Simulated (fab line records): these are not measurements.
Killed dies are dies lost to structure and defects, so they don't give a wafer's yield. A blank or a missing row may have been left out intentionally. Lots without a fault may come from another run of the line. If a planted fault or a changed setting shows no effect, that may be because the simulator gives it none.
fab line records | flow gf180mcu
record lots=13 wafers=39 last-day=34
route steps=602 shown V5@562 TOP_METAL@572
lots untouched by any fault: they come from a run of this same line in which no faults occurred
start-h: start of the lot's first displayed wafer, in hours after the record's first day | wait-h: how many hours have passed since the lot's step before this one | " as in the row above | L1.1+2: a row that stands for several wafers | - value missing, or start not given | * or withheld: withheld | < > ~ a bound
route shown NAME@n: a module of which the file shows steps, and the number in the route of the first | usual: average and standard deviation across the fault-free wafers | same: alike in all rows | chamber/n: place in a boat | sites: readings site by site | _std_site: the values' standard deviation | _edge_site: inner sites' mean taken away from outer sites' mean | radius-mm: for every site, how far away it sits from the centre of the wafer | mask NAME#n: copy n | behind: the tool/chamber that last shaped the wafer | hold: cause of the lot's hold/its duration in hours/its outcome | device: the transistor (n, p or np) that didn't switch | end of line: at the end of the route, the tests of the same wafers | a step with no rows: only its recipe | killed: the dies lost at the first sort to structure and to defects; this is not the yield of the wafer | map: per-die view of a wafer (x killed, . not killed, _ where there is no die)
set.NAME: the setting the step ran with; set.NAME@STEP: the setting that earlier step ran with | model.NAME: the simulator's own value behind a step, which no gauge read
a sample of lots followed through the steps of the route, with each step as a table and each wafer as a row
services: from which hour (start-h, from the record's first day; less than 0 if before it) a tool's chamber was out of use, for how many hours, and why
## steps
# step GF_V5_SPUTTER_22
# recipe material=TiN target-thk-nm=10 chamber-pressure-pa=5 power-w=4000 time-s=40
# usual throttle-valve-pct=30.4/0.5
# columns lot.wafer tool chamber start-h wait-h throttle-valve-pct
L315.2 pvd-sputter-02 - 629.20 0.0 29.8
L315.3 " - " " 31.6
L315.5 " - " " 29.6
L316.1 pvd-sputter-02 - 631.57 0.0 29.9
L316.3 " - " " 29.9
L316.5 " - " " 31.5
L317.1 pvd-sputter-04 - 649.19 0.0 30.6
L317.3 " - " " 30.0
L317.4 " - " " 30.2
L318.1 pvd-sputter-02 - 652.44 0.0 30.5
L318.2 " - " " 30.1
L318.4 " - " " 30.4
L320.1 pvd-sputter-04 - 664.67 0.0 30.7
L320.3 " - " " 31.1
L320.5 " - " " 30.3
L321.1 pvd-sputter-04 - 675.87 0.0 30.7
L321.3 " - " " 30.0
L321.4 " - " " 30.1
L322.2 pvd-sputter-04 - 687.45 0.0 29.7
L322.4 " - " " 30.5
L322.5 " - " " 30.1
L323.1 pvd-sputter-01 - 690.44 0.0 30.5
L323.3 " - " " 30.1
L323.6 " - " " 30.5
L325.2 pvd-sputter-04 - 709.75 0.0 30.0
L325.5 " - " " 30.7
L325.6 " - " " 29.8
L335.1 pvd-sputter-04 - 769.10 0.0 30.8
L335.2 " - " " 30.2
L335.4 " - " " 30.6
L336.1 pvd-sputter-04 - 771.87 0.0 30.6
L336.3 " - " " 29.8
L336.6 " - " " 30.0
L337.1 pvd-sputter-01 - 778.98 0.0 30.4
L337.2 " - " " 29.6
L337.3 " - " " 31.1
L338.4 pvd-sputter-02 - 785.53 0.0 29.8
L338.5 " - " " 31.2
L338.6 " - " " 30.6
# step GF_V5_CVD_23
# recipe material=W target-thk-nm=350 time-s=104.9 temp-c=400 pressure-torr=40
# usual chamber-pressure-Torr=39.99/0.078 heater-power-w=910/76
# columns lot.wafer tool chamber start-h wait-h chamber-pressure-Torr heater-power-w
L315.2 cvd-w-01 1 629.24 0.0 39.93 790
L315.3 " 0 " " 40.15 956
L315.5 " 1 " " 39.98 776
L316.1 cvd-w-01 1 631.61 0.0 39.98 789
L316.3 " 0 " " 39.99 975
L316.5 " 1 " " 39.84 805
L317.1 cvd-w-01 1 649.23 0.0 39.87 809
L317.3 " 0 " " 39.98 960
L317.4 " 1 " " 39.79 803
L318.1 cvd-w-01 0 652.48 0.0 39.93 969
L318.2 " 1 " " 39.94 784
L318.4 " 0 " " 40.10 964
L320.1 cvd-w-01 0 664.71 0.0 39.97 962
L320.3 " 0 " " 40.07 968
L320.5 " 0 " " 39.92 970
L321.1 cvd-w-02 0 675.91 0.0 39.95 961
L321.3 " 0 " " 40.03 958
L321.4 " 1 " " 39.82 896
L322.2 cvd-w-02 1 687.49 0.0 13.81 896
L322.4 " 1 " " 13.77 896
L322.5 " 0 " " 13.78 989
L323.1 cvd-w-02 0 690.48 0.0 13.68 998
L323.3 " 0 " " 13.71 969
L323.6 " 0 " " 13.82 1001
L325.2 cvd-w-01 1 709.78 0.0 40.07 806
L325.5 " 0 " " 40.06 977
L325.6 " 1 " " 40.08 792
L335.1 cvd-w-02 0 769.14 0.0 39.95 1000
L335.2 " 1 " " 40.05 899
L335.4 " 1 " " 39.96 891
L336.1 cvd-w-02 0 771.91 0.0 40.04 1013
L336.3 " 1 " " 39.88 885
L336.6 " 0 " " 39.90 970
L337.1 cvd-w-01 1 779.02 0.0 39.90 797
L337.2 " 0 " " 40.04 968
L337.3 " 1 " " 40.08 799
L338.4 cvd-w-02 0 785.61 0.1 40.11 981
L338.5 " 0 " " 40.06 999
L338.6 " 1 " " 40.00 881
# step GF_V5_RS_MEAS_24
# recipe thk-meas-gauge=four-point-probe reads=W_of_V5_CVD_23+TiN_of_V5_SPUTTER_22+Ti_of_V5_SPUTTER_21
# usual V5_W_RS=0.326/0.0032
# columns lot.wafer tool chamber start-h wait-h hold V5_W_RS[ohm/sq]
L315.2 film-metro-04 - 629.37 0.1 - 0.323
L315.3 " - " " - 0.324
L315.5 " - " " - 0.325
L316.1 film-metro-02 - 631.72 0.1 - 0.321
L316.3 " - " " - 0.320
L316.5 " - " " - 0.321
L317.1 film-metro-03 - 649.34 0.1 - 0.328
L317.3 " - " " - 0.328
L317.4 " - " " - 0.332
L318.1 film-metro-04 - 652.59 0.1 - 0.326
L318.2 " - " " - 0.326
L318.4 " - " " - 0.326
L320.1 film-metro-03 - 664.82 0.1 - 0.324
L320.3 " - " " - 0.327
L320.5 " - " " - 0.326
L321.1 film-metro-03 - 676.02 0.1 - 0.324
L321.3 " - " " - 0.325
L321.4 " - " " - 0.323
L322.2 film-metro-04 - 687.62 0.1 await-dispo/0.2h/release 0.553
L322.4 " - " " await-dispo/0.2h/release 0.557
L322.5 " - " " await-dispo/0.2h/release 0.563
L322.2 film-metro-04 - 687.91 0.3 - 0.554
L322.4 " - " " - 0.557
L322.5 " - " " - 0.564
L323.1 film-metro-02 - 690.59 0.1 await-dispo/0.2h/release 0.560
L323.3 " - " " await-dispo/0.2h/release 0.559
L323.6 " - " " await-dispo/0.2h/release 0.555
L323.1 film-metro-02 - 691.10 0.5 - 0.560
L323.3 " - " " - 0.559
L323.6 " - " " - 0.554
L325.2 film-metro-03 - 709.92 0.1 - 0.328
L325.5 " - " " - 0.326
L325.6 " - " " - 0.323
L335.1 film-metro-04 - 769.25 0.1 - 0.329
L335.2 " - " " - 0.331
L335.4 " - " " - 0.331
L336.1 film-metro-03 - 772.02 0.1 - 0.330
L336.3 " - " " - 0.328
L336.6 " - " " - 0.328
L337.1 film-metro-03 - 779.13 0.1 - 0.328
L337.2 " - " " - 0.324
L337.3 " - " " - 0.327
L338.4 film-metro-02 - 785.74 0.1 - 0.325
L338.5 " - " " - 0.322
L338.6 " - " " - 0.329
# step GF_V5_CMP_26
# recipe stop-on=SiO2 down-force-psi=3.5 platen-rpm=60 t-overpolish-s=15 target-thk-nm=0 pad-velocity-m-s=0.94248
# usual motor-current-A=11.0/1.6 overpolish-run-s=14.999/0.0096 time-to-endpoint-s=86/3.3
# columns lot.wafer tool chamber start-h wait-h motor-current-A overpolish-run-s time-to-endpoint-s
L315.3 cmp-01 1 629.88 0.4 12.4 14.990 86
L315.2 " 3 " " 9.6 14.987 85
L315.5 " 1 " " 12.4 14.985 84
L316.3 cmp-02 0 631.90 0.0 14.3 15.022 88
L316.1 " 2 " " 11.5 14.997 83
L316.5 " 0 " " 13.7 15.003 90
L317.3 cmp-02 3 649.52 0.0 9.5 14.989 87
L317.4 " 0 " " 14.3 15.008 87
L317.1 " 2 " " 10.8 14.992 87
L318.4 cmp-02 3 652.77 0.0 10.3 14.999 92
L318.1 " 0 " " 13.8 14.995 86
L318.2 " 2 " " 11.2 15.001 84
L320.1 cmp-02 2 665.05 0.1 10.6 15.008 87
L320.3 " 0 " " 14.1 14.996 88
L320.5 " 2 " " 11.3 14.999 84
L321.1 cmp-01 0 676.20 0.1 12.0 15.008 85
L321.4 " 2 " " 11.3 15.005 93
L321.3 " 3 " " 9.5 14.989 83
L325.2 cmp-02 3 710.23 0.2 9.6 14.993 85
L325.5 " 0 " " 13.9 14.987 87
L325.6 " 1 " " 8.7 15.008 84
L335.1 cmp-02 1 769.43 0.1 8.7 14.981 89
L335.4 " 2 " " 11.7 14.984 86
L335.2 " 3 " " 9.4 14.997 90
L336.3 cmp-02 3 772.32 0.1 10.0 15.014 88
L336.1 " 1 " " 8.1 15.015 84
L336.6 " 2 " " 10.4 14.987 85
L337.2 cmp-01 0 779.36 0.1 11.4 15.007 85
L337.1 " 1 " " 11.7 14.994 78
L337.3 " 2 " " 10.9 14.990 84
L338.4 cmp-01 1 786.06 0.2 12.2 15.009 82
L338.5 " 3 " " 9.6 15.020 87
L338.6 " 0 " " 11.6 14.984 85
# step GF_TOP_METAL_RS_MEAS_05
# recipe thk-meas-gauge=four-point-probe reads=TiN_of_TOP_METAL_SPUTTER_04+Ti_of_TOP_METAL_SPUTTER_03+AlCu_of_TOP_METAL_SPUTTER_02+TiN_of_TOP_METAL_SPUTTER_01+Ti_of_TOP_METAL_SPUTTER_00
# usual TOP_METAL_ALCU_RS=0.0328/0.00034
# columns lot.wafer tool chamber start-h wait-h TOP_METAL_ALCU_RS[ohm/sq]
L315.2 film-metro-01 - 630.37 0.0 0.0330
L315.3 " - " " 0.0328
L315.5 " - " " 0.0332
L316.1 film-metro-04 - 632.43 0.0 0.0327
L316.3 " - " " 0.0326
L316.5 " - " " 0.0329
L317.1 film-metro-01 - 650.04 0.0 0.0333
L317.3 " - " " 0.0330
L317.4 " - " " 0.0328
L318.1 film-metro-04 - 653.29 0.0 0.0333
L318.2 " - " " 0.0326
L318.4 " - " " 0.0329
L320.1 film-metro-03 - 665.53 0.0 0.0327
L320.3 " - " " 0.0330
L320.5 " - " " 0.0327
L321.1 film-metro-03 - 676.72 0.0 0.0321
L321.3 " - " " 0.0323
L321.4 " - " " 0.0326
L325.2 film-metro-04 - 710.62 0.0 0.0330
L325.5 " - " " 0.0325
L325.6 " - " " 0.0330
L335.1 film-metro-04 - 769.95 0.0 0.0325
L335.2 " - " " 0.0330
L335.4 " - " " 0.0331
L336.1 film-metro-03 - 772.79 0.0 0.0328
L336.3 " - " " 0.0333
L336.6 " - " " 0.0329
L337.1 film-metro-01 - 779.83 0.0 0.0326
L337.2 " - " " 0.0328
L337.3 " - " " 0.0335
L338.4 film-metro-04 - 786.54 0.1 0.0329
L338.5 " - " " 0.0326
L338.6 " - " " 0.0328
## services
# columns tool chamber start-h hours kind
cmp-01 - 613.92 3.5 pm
pvd-sputter-04 - 621.17 19.5 repair
cmp-02 - 629.34 1.5 repair
pvd-sputter-02 0 638.04 - consumable-replace:kit
pvd-sputter-02 0 638.04 18.0 scheduled-down
pvd-sputter-02 0 638.04 18.0 vent-cycle
cvd-w-02 1 641.09 3.4 repair
pvd-sputter-02 - 655.99 6.3 repair
cmp-02 - 696.47 2.4 repair
pvd-sputter-04 2 707.06 - consumable-replace:kit
pvd-sputter-04 2 707.06 18.0 scheduled-down
pvd-sputter-04 2 707.06 18.0 vent-cycle
cmp-02 - 716.29 0.2 repair
cmp-01 - 716.62 2.4 repair
pvd-sputter-01 - 716.96 1.7 repair
cmp-02 - 727.77 3.0 pm
cmp-02 - 744.01 4.0 pm
cmp-02 - 748.01 - consumable-replace:conditioner
cmp-02 - 748.01 - consumable-replace:pad
pvd-sputter-02 3 754.63 - consumable-replace:kit
pvd-sputter-02 3 754.63 18.0 scheduled-down
cvd-w-02 - 755.53 1.4 repair
pvd-sputter-01 - 761.98 1.2 repair
cvd-w-02 - 765.21 3.8 pm
## key
first-sign step=GF_V5_CVD_23 reading=chamber-pressure-Torr direction=down sigmas=99+ usual=39.99 struck=13.76
effect step=GF_V5_RS_MEAS_24 reading=visit direction=added
effect step=GF_V5_RS_MEAS_24 reading=V5_W_RS direction=up sigmas=73 usual=0.326 struck=0.558
met-at GF_V5_CVD_23
struck-lots L322,L323
scrapped-behind GF_V5_RS_MEAS_24 L322.2,L322.4,L322.5,L323.1,L323.3,L323.6
not-acting-at GF_V5_SPUTTER_22,GF_V5_CMP_26,GF_TOP_METAL_RS_MEAS_05
onset-between 675.91 687.49
fault kind=process-parameter-drift tool=cvd-w-02 chamber=- onset-h=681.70 steps=GF_V5_CVD_23 channel=pressure-torr offset=-26.215 shape=step end-h=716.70 acts-in=these-recipes-only stated=40
